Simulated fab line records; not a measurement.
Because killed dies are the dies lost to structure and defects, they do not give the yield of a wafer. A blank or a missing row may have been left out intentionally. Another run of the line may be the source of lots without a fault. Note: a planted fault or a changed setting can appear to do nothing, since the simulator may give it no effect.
Which of the tools did it? ; flow sfq_line ; route of 325 steps, sampled at 1 step: 14 lots, 42 wafers

== WHAT THE GAUGES SHOWED, per wafer ==
The record holds no reading of a measuring or inspecting step that can be judged against a usual standard deviation.

== WHICH TOOL RAN EACH LOT (tool, then ch and the chambers of the sampled wafers, then the start) ==
lot;SFQ_TRILAYER_I2_DEP_PECVD_063
L993;pecvd-03 ch 0,1,2, day 37 19:28
L994;pecvd-02 ch 0,1,2, day 38 17:11
L997;pecvd-02 ch 0,1, day 39 17:28
L999;pecvd-03 ch 0,1,2, day 40 15:28
L100;pecvd-03 ch 0,1,2, day 40 20:01
L101;pecvd-02 ch 0,1,2, day 41 05:58
L107;pecvd-04 ch 0,1,2, day 42 12:55
L109;pecvd-02 ch 0,2, day 43 19:10
L110;pecvd-03 ch 0,2, day 44 08:10
L111;pecvd-04 ch 0,1,2, day 45 02:04
L112;pecvd-03 ch 0,1,2, day 45 08:04
L113;pecvd-03 ch 1,2, day 45 16:28
L114;pecvd-02 ch 0,1,2, day 46 02:08
L115;pecvd-04 ch 1,2, day 46 06:52
- SFQ_TRILAYER_I2_DEP_PECVD_063: deposits SiO2 from SiH4/N2O, time 111.11 s, target thk 500 nm.

== WHAT THE TOOLS THEMSELVES READ (means of the sampled wafers that have a number; where no wafer has one, the mark that the record gives instead) ==
SFQ_TRILAYER_I2_DEP_PECVD_063.
lot;tool;heater_power_w (W);rf_fwd_power_W (W);throttle_valve_pct (%)
L993;pecvd-03;76;182.3;23.6
L994;pecvd-02;81;182.5;24.5
L997;pecvd-02;76;182.5;24.5
L999;pecvd-03;65;212.4;23.7
L100;pecvd-03;68;211.5;23.9
L101;pecvd-02;79;182.9;24.5
L107;pecvd-04;98;182.4;24.3
L109;pecvd-02;83;182.2;24.9
L110;pecvd-03;70;182.5;23.9
L111;pecvd-04;102;182.3;24.5
L112;pecvd-03;83;182.2;23.9
L113;pecvd-03;92;182.7;24.2
L114;pecvd-02;78;182.2;24.6
L115;pecvd-04;119;181.2;24.2

== THE ANSWER, worked out from the rows above alone ==
Rule: the usual values come from the lots themselves. The widest of any qualifying gaps counts: lots, ordered by their means at a reading, are off when they make up no more than a third of the lots, leave a main group of 4 or more, and stand apart from it by 3 or more times the standard deviation of that group's means. A main group whose means are all the same, to the digits that the tables above print for the reading, isn't used. A lot without any number at a reading at which 4 lots or more have one is off too. All remaining lots with rows at the step are treated as sound. The gauges are gone through in route order, then the tools' own readings, and for those a lot's mean is taken as printed above. The first step at which some lot is off is used, and at that step the reading that is off furthest; a lot without a number counts as furthest.
Off, at SFQ_TRILAYER_I2_DEP_PECVD_063 on rf_fwd_power_W: L999, L100. The main group: mean 182.3 W, standard deviation 0.4.
If a tool, at that step or one of the process steps before it, ran each lot that is off and ran no sound lot following the first of them, it fits. Of those tried, none fits.

== WHAT WAS PUT IN BY THE SIMULATOR ==
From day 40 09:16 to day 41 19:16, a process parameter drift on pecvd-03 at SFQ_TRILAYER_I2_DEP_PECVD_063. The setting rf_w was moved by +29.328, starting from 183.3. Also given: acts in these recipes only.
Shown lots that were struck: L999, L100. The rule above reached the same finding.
